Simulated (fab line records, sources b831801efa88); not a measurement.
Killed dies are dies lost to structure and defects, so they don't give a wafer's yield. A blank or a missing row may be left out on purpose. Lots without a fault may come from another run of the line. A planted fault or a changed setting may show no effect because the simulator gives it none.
Chamber matching | flow sky130 | SKY_METAL4_ETCH_17 on rie_diel-03: 4 sister chambers
The step etches SiO2 in C4F8/O2/Ar, stops on TiN, time 3.9 s, target depth 15 nm. 22 wafers are shown with their chamber, then 11 later ones without.

WAFERS WITH THEIR CHAMBER
wafer  | chamber | oes_product_au (a.u.)
L076.1 | 2       | 0.739
L076.3 | 3       | 0.766
L076.5 | 3       | 0.763
L078.2 | 2       | 0.756
L078.5 | 3       | 0.758
L078.6 | 0       | 0.756
L079.2 | 2       | 0.766
L079.4 | 3       | 0.768
L079.6 | 2       | 0.756
L082.3 | 0       | 0.740
L082.5 | 1       | 0.760
L082.6 | 2       | 0.755
L084.4 | 2       | 0.755
L084.5 | 0       | 0.747
L084.6 | 1       | 0.754
L086.1 | 1       | 0.750
L086.2 | 0       | 0.748
L086.3 | 2       | 0.746
L089.2 | 0       | 0.751
L089.3 | 3       | 0.747
L089.6 | 1       | 0.760
L092.3 | 1       | 0.757

SIGNATURES (means of the wafers above)
reading        | chamber 0 | chamber 1 | chamber 2 | chamber 3 | scatter within a chamber
oes_product_au | 0.74840   | 0.75620   | 0.75329   | 0.76040   | 0.00719
Rule: a wafer's distance from a chamber is the root of the sum, over the readings, of the square of ((its reading less the chamber's mean) divided by the reading's scatter). The wafer belongs to the nearest chamber; if the next one is less than 2 further off, it can't be placed. The scatter: the root of (the sum of the squares of (reading less its chamber's mean) over the shown wafers, divided by (wafers less chambers)).

WAFERS WITHOUT THEIR CHAMBER
wafer  | oes_product_au (a.u.)
L092.4 | 0.765
L092.5 | 0.754
L094.3 | 0.770
L094.5 | 0.762
L094.6 | 0.764
L096.4 | 0.758
L096.5 | 0.760
L096.6 | 0.764
L097.1 | 0.753
L097.5 | 0.750
L097.6 | 0.755

WHICH CHAMBER EACH WENT THROUGH
wafer  | from the rows above               | in truth
L092.4 | can't be placed: 3 or 1 or 2 or 0 | 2
L092.5 | can't be placed: 2 or 1 or 0 or 3 | 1
L094.3 | can't be placed: 3 or 1 or 2 or 0 | 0
L094.5 | can't be placed: 3 or 1 or 2 or 0 | 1
L094.6 | can't be placed: 3 or 1 or 2 or 0 | 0
L096.4 | can't be placed: 1 or 3 or 2 or 0 | 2
L096.5 | can't be placed: 3 or 1 or 2 or 0 | 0
L096.6 | can't be placed: 3 or 1 or 2 or 0 | 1
L097.1 | can't be placed: 2 or 1 or 0 or 3 | 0
L097.5 | can't be placed: 0 or 2 or 1 or 3 | 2
L097.6 | can't be placed: 1 or 2 or 3 or 0 | 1
Placed correctly: 0 of 11. Can't be placed from these rows: 11 (the true chamber is among the candidates in 11). Placed wrongly: 0.
